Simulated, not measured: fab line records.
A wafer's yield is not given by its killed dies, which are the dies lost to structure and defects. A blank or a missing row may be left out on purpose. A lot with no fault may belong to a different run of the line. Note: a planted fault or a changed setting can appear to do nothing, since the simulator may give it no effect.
Which tool did it?    flow sky130    Sampling: 6 lots, 18 wafers, 3 of 708 route steps

## WHAT THE GAUGES READ, wafer by wafer
SKY_SD_N_RS_MEAS_16: measures by four-point-probe.
lot   measured      on             SD_N_RS (ohm/sq)
L461  day 28 18:02  film-metro-02  68.53 68.61 68.59
L468  day 31 00:43  film-metro-02  66.23 66.23 66.20
L474  day 33 07:44  film-metro-02  68.61 68.74 68.75
L476  day 33 18:48  film-metro-02  68.80 68.83 68.82
L479  day 35 02:16  film-metro-03  68.49 68.34 68.62
L481  day 35 17:32  film-metro-02  68.79 68.82 68.88

## WHAT TOOL EACH LOT RAN ON (gives the tool, then ch and the chambers of the sampled wafers, and finally the start)
lot   SKY_SD_N_IMPLANT_10              SKY_SD_N_STRIP_11
L461  implanter-01 ch 0, day 28 17:31  plasma-asher-02 ch 0,1, day 28 17:40
L468  implanter-04 ch 0, day 30 23:49  plasma-asher-01 ch 0,1, day 31 00:16
L474  implanter-04 ch 0, day 33 07:11  plasma-asher-04 ch 0,1, day 33 07:20
L476  implanter-01 ch 0, day 33 18:16  plasma-asher-01 ch 0,1, day 33 18:23
L479  implanter-01 ch 0, day 35 01:41  plasma-asher-01 ch 0,1, day 35 01:50
L481  implanter-04 ch 0, day 35 16:59  plasma-asher-02 ch 0,1, day 35 17:08
- SKY_SD_N_IMPLANT_10
- SKY_SD_N_STRIP_11: strips in O2/N2.

## THE ANSWER, worked out from the rows above alone
Rule: the lots themselves supply what counts as usual. Put in order of their means at a reading, lots are off if they are a third of the lots or fewer, leave a main group of 4 or more, and stand apart from it by a gap of 3 or more times the standard deviation of the main group's means; of several such gaps the widest counts. Not used: any main group whose means are identical at the precision the tables above print for the reading. A lot without any number at a reading at which 4 lots or more have one is off too. The other lots that the step has rows for count as sound.
Off: at SKY_SD_N_RS_MEAS_16 (SD_N_RS), L468. Mean 68.68 ohm/sq and standard deviation 0.13 in the main group.
If a tool, at a process step before that reading, ran all the lots that are off and no sound lot after the first of them, it fits. Those tools and the gauges at SKY_SD_N_RS_MEAS_16 are tried in the same way. No candidate that was tried fits.

## WHAT THE SIMULATOR PUT IN
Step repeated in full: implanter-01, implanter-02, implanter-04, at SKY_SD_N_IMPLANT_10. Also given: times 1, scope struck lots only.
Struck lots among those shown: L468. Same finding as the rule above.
